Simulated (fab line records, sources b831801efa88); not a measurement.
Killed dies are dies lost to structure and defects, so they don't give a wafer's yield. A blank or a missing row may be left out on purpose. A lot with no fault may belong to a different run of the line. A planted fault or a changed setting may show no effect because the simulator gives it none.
What tool caused it? | flow gf180mcu | 45 wafers from 15 lots sampled at 4 of the route's 602 steps

WHAT THE GAUGES SHOWED, per wafer
GF_LVPWELL_OVL_MEAS_07.
lot  | measured    | on         | LVPWELL_OVL (nm)
L471 | day 3 20:14 | overlay-01 | -2.4 -0.8 -1.0
L473 | day 4 07:38 | overlay-01 | -3.9 -2.3 -2.8
L475 | day 4 20:02 | overlay-01 | -1.7 0.1 -0.6
L476 | day 5 01:21 | overlay-02 | 0.8 0.9 0.5
L477 | day 5 05:05 | overlay-02 | -2.1 -0.4 -1.5
L478 | day 5 17:32 | overlay-01 | 3.7 3.5 2.9
L479 | day 5 22:15 | overlay-01 | -3.2 -1.6 -3.4
L480 | day 6 00:30 | overlay-01 | 0.4 -0.2 1.3
L481 | day 6 04:30 | overlay-02 | -0.8 -0.1 -2.3
L492 | day 8 19:50 | overlay-02 | -2.0 -2.4 -2.0
L493 | day 9 03:41 | overlay-01 | -0.9 -0.2 -2.4
L494 | day 9 08:02 | overlay-01 | -4.7 -2.5 -3.6

GF_V1_THK_MEAS_01.
lot  | measured     | on            | V1_CVD_00_THK (nm)
L471 | day 17 04:46 | film metro-01 | 595 593 600
L473 | day 18 03:18 | film metro-04 | 617 603 612
L475 | day 18 21:34 | film metro-02 | 610 612 612
L476 | day 19 13:34 | film metro-02 | 592 604 608
L477 | day 19 17:34 | film metro-02 | 607 591 602
L478 | day 20 15:21 | film metro-01 | 599 606 605
L479 | day 20 21:42 | film metro-02 | 593 607 603
L480 | day 20 22:57 | film metro-02 | 602 599 607
L481 | day 21 10:04 | film metro-01 | 610 599 615
L492 | day 25 04:20 | film metro-02 | 595 605 597
L493 | day 25 06:17 | film metro-02 | 604 606 608
L494 | day 25 12:23 | film metro-01 | 599 607 608

GF_V1_BOW_MEAS_05.
lot  | measured     | on            | V1_BOW (um)
L471 | day 17 05:16 | film metro-04 | 83 87 86
L473 | day 18 03:48 | film metro-04 | 91 84 71
L475 | day 18 22:09 | film metro-01 | 74 72 90
L476 | day 19 14:05 | film metro-04 | 82 87 83
L477 | day 19 18:03 | film metro-04 | 84 92 93
L478 | day 20 15:50 | film metro-01 | 78 91 73
L479 | day 20 22:13 | film metro-01 | 83 83 81
L480 | day 20 23:28 | film metro-01 | 79 81 83
L481 | day 21 10:35 | film metro-01 | 74 79 85
L492 | day 25 04:50 | film metro-01 | 88 92 81
L493 | day 25 06:48 | film metro-01 | 78 93 81
L494 | day 25 12:53 | film metro-02 | 78 80 84

TOOL THAT RAN EACH LOT (tool first, then ch and the chambers of the sampled wafers, then the start)
lot  | GF_STI_OXIDATION_21
L471 | furnace-02 ch 0, day 2 00:56
L473 | furnace-01 ch 0, day 2 11:38
L475 | furnace-01 ch 0, day 2 23:45
L476 | furnace-01 ch 0, day 3 04:01
L477 | furnace-02 ch 0, day 3 08:44
L478 | furnace-02 ch 0, day 3 15:39
L479 | furnace-01 ch 0, day 3 22:46
L480 | furnace-02 ch 0, day 4 00:40
L481 | furnace-02 ch 0, day 4 05:10
L485 | furnace-02, day 5 03:07
L486 | furnace-01, day 5 09:36
L487 | furnace-02, day 5 13:13
L492 | furnace-02 ch 0, day 6 14:31
L493 | furnace-02 ch 0, day 6 21:20
L494 | furnace-02 ch 0, day 7 01:51
- GF_STI_OXIDATION_21: stabilise 600 s, purge 300 s, target thk 15 nm.

WHAT THE TOOLS THEMSELVES READ (means of the sampled wafers that have a number; where no wafer has one, the mark that the record gives instead)
GF_STI_OXIDATION_21.
lot  | tool       | ox temp c (C) | ox temp c max | zone power centre pct (%)
L471 | furnace-02 | 1000.8        | 1008.1        | 22.3
L473 | furnace-01 | 1000.1        | 1003.7        | 26.5
L475 | furnace-01 | 999.0         | 1002.1        | 26.2
L476 | furnace-01 | 999.7         | 1003.1        | 26.6
L477 | furnace-02 | 999.7         | 1006.8        | 22.4
L478 | furnace-02 | 1000.4        | 1007.1        | 22.4
L479 | furnace-01 | 999.5         | 1003.6        | 26.3
L480 | furnace-02 | 999.9         | 1007.9        | 22.4
L481 | furnace-02 | 1000.1        | 1007.0        | 22.4
L485 | furnace-02 | -             | -             | -
L486 | furnace-01 | -             | -             | -
L487 | furnace-02 | -             | -             | -
L492 | furnace-02 | 1000.1        | 1008.3        | 22.3
L493 | furnace-02 | 1000.2        | 1006.7        | 22.3
L494 | furnace-02 | 999.6         | 1005.8        | 22.3

THE ANSWER, worked out from the rows above alone
Rule: the usual values come from the lots themselves. The widest of any qualifying gaps counts: lots, ordered by their means at a reading, are off when they make up no more than a third of the lots, leave a main group of 4 or more, and stand apart from it by 3 or more times the standard deviation of that group's means. If all means in a main group match to the digits the tables above print for the reading, that group is not used. A lot without any number at a reading at which 4 lots or more have one is off too. The other lots that the step has rows for count as sound. First the gauges in route order, then the tools' own readings, where a lot's mean is used as printed above. The first step at which some lot is off is used, and at that step the reading that is off furthest; a lot without a number counts as furthest.
Off at GF_STI_OXIDATION_21 (ox temp c): L485, L486, L487. Without a number there: L485, L486, L487. Main group: mean 999.9 C, sd 0.45.
If a tool, at that step or one of the process steps before it, ran each lot that is off and ran no sound lot following the first of them, it fits. Of those tried, none fits.

WHAT WAS PUT IN BY THE SIMULATOR
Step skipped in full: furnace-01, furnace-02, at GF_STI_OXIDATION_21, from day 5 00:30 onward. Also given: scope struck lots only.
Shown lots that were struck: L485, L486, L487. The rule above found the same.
